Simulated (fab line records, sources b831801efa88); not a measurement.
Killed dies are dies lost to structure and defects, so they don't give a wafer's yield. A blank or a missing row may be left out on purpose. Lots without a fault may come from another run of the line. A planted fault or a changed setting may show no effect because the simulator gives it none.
Chamber matching | flow gf180mcu | GF_V5_CVD_02 on pecvd-02: 3 sister chambers
The step deposits SiO2 from TEOS, target thk 1450 nm, time 163.28 s. 16 wafers are shown with their chamber, then 8 later ones without.

WAFERS WITH THEIR CHAMBER
wafer  | chamber | heater_power_w (W) | susceptor_temp_C (C)
L078.2 | 0       | 785                | 399.95
L078.3 | 1       | 681                | 400.07
L078.5 | 0       | 640                | 399.89
L080.2 | 2       | 725                | 400.16
L080.4 | 2       | 564                | 399.96
L080.6 | 1       | 701                | 400.02
L081.1 | 0       | 799                | 400.20
L081.2 | 1       | 683                | 399.56
L081.6 | 0       | 643                | 400.65
L086.1 | 1       | 675                | 400.12
L086.5 | 1       | 582                | 400.14
L086.6 | 0       | 635                | 399.84
L087.1 | 2       | 638                | 399.68
L087.5 | 0       | 645                | 400.33
L087.6 | 2       | 698                | 399.94
L088.1 | 0       | 762                | 399.81

SIGNATURES (means of the wafers above)
reading          | chamber 0 | chamber 1 | chamber 2 | scatter within a chamber
heater_power_w   | 701.29    | 664.40    | 656.25    | 67.4
susceptor_temp_C | 400.0957  | 399.9820  | 399.9350  | 0.268
Rule: a wafer's distance from a chamber is the root of the sum, over the readings, of the square of ((its reading less the chamber's mean) divided by the reading's scatter). The wafer belongs to the nearest chamber; if the next one is less than 2 further off, it can't be placed. The scatter: the root of (the sum of the squares of (reading less its chamber's mean) over the shown wafers, divided by (wafers less chambers)).

WAFERS WITHOUT THEIR CHAMBER
wafer  | heater_power_w (W) | susceptor_temp_C (C)
L088.2 | 725                | 400.19
L088.6 | 578                | 399.92
L092.2 | 739                | 399.92
L092.3 | 718                | 400.21
L092.4 | 575                | 400.04
L095.2 | 621                | 400.48
L095.5 | 719                | 399.92
L095.6 | 642                | 399.87

WHICH CHAMBER EACH WENT THROUGH
wafer  | from the rows above          | in truth
L088.2 | can't be placed: 0 or 1 or 2 | 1
L088.6 | can't be placed: 2 or 1 or 0 | 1
L092.2 | can't be placed: 0 or 1 or 2 | 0
L092.3 | can't be placed: 0 or 1 or 2 | 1
L092.4 | can't be placed: 2 or 1 or 0 | 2
L095.2 | can't be placed: 0 or 1 or 2 | 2
L095.5 | can't be placed: 0 or 1 or 2 | 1
L095.6 | can't be placed: 2 or 1 or 0 | 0
Placed correctly: 0 of 8. Can't be placed from these rows: 8 (the true chamber is among the candidates in 8). Placed wrongly: 0.
